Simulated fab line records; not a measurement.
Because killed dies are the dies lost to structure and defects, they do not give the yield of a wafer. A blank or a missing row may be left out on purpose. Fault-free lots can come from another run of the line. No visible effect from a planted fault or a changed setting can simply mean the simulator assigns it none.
The same fault as seen by 2 desks + flow gf180mcu + each desk holds nothing but its own numbers, with what lay behind them at the end

THE METROLOGY DESK
Lot by lot, what the gauges showed, no matter which tool ran the lot: averages of those sampled wafers that carry a number. A lot is out of limits, marked OUT, if its mean lies more than 4 standard deviations from the usual mean; the brackets give that distance.
Columns: A = VT_IMPLANT_TW at GF_VT_IMPLANT_TW_MEAS_10, usual 559.7; B = MVSD_RS at GF_VT_IMPLANT_RS_MEAS_46, usual 457.3 ohm/sq; C = cd nm at GF_HV_LDD_CD_MEAS_07, usual 399.4 nm; D = HV_LDD_TW at GF_HV_LDD_TW_MEAS_11, usual 2405
| lot  | first seen here | A     | B     | C     | D    |
|------|-----------------|-------|-------|-------|------|
| L434 | day 5 19:17     | 559.0 | 457.8 | 398.8 | 2398 |
| L435 | day 6 00:54     | 561.8 | 457.4 | 400.8 | 2396 |
| L436 | day 6 06:11     | 564.5 | 458.7 | 400.5 | 2417 |
| L437 | day 6 12:39     | 560.4 | 455.6 | 397.7 | 2398 |
| L438 | day 6 18:14     | 560.2 | 457.1 | 405.6 | 2392 |
| L439 | day 7 02:26     | 561.7 | 456.5 | 400.8 | 2371 |
| L440 | day 7 08:29     | 558.3 | 458.3 | 403.4 | 2417 |
| L442 | day 7 19:20     | 557.3 | 457.9 | 400.9 | 2414 |
| L443 | day 8 03:08     | 556.7 | 458.4 | 409.6 | 2405 |
| L446 | day 8 18:32     | 554.8 | 455.3 | 406.6 | 2414 |
| L454 | day 10 23:50    | 559.9 | 456.4 | 400.0 | 2379 |
| L455 | day 11 08:38    | 561.3 | 456.9 | 400.1 | 2405 |
| L456 | day 11 13:59    | 562.0 | 457.5 | 398.5 | 2411 |
| L457 | day 11 19:06    | 560.7 | 455.6 | 393.7 | 2411 |
This desk's verdict: no lot among the 14 shows anything out of limits.

THE TOOL OWNER'S DESK: litho track-03
The tool's own readings at GF_HV_LDD_DEVELOP_06 (develop time 60 s): means of the sampled wafers that have a number, for each lot that ran on this tool. A lot is out of limits, marked OUT, if its mean lies more than 4 standard deviations from the usual mean; the brackets give that distance.
Columns: A = developer temp C at GF_HV_LDD_DEVELOP_06, usual 23.02 C
| lot  | first seen here | A               |
|------|-----------------|-----------------|
| L434 | day 10 09:50    | 22.88           |
| L435 | day 10 20:43    | 22.89           |
| L440 | day 12 06:49    | 23.07           |
| L442 | day 12 18:41    | 23.11           |
| L443 | day 13 03:08    | 20.74 (-21) OUT |
| L446 | day 13 19:10    | 20.63 (-22) OUT |
| L457 | day 17 12:46    | 22.98           |
This desk finds L443, L446 out of limits, L443 being first, at day 13 03:08 (developer temp C at GF_HV_LDD_DEVELOP_06). In limits: L434, L435, L440, L442, L457.

ALL TOGETHER
The tool owner's desk had the chance to raise an alarm at day 13 03:08 on L443, L446.
Nothing out of limits was seen by the metrology desk.
The metrology desk has L443, L446 on record, within its limits.
GF_HV_LDD_DEVELOP_06 was run on litho track-03 by each of the lots named.

WHAT THE SIMULATOR PUT IN
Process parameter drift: litho track-03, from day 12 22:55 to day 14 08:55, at GF_HV_LDD_DEVELOP_06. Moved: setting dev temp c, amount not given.
Shown lots that were struck: L443, L446.
Delay in hours, fault start to first out-of-limits reading, by desk: the tool owner's desk at 4.
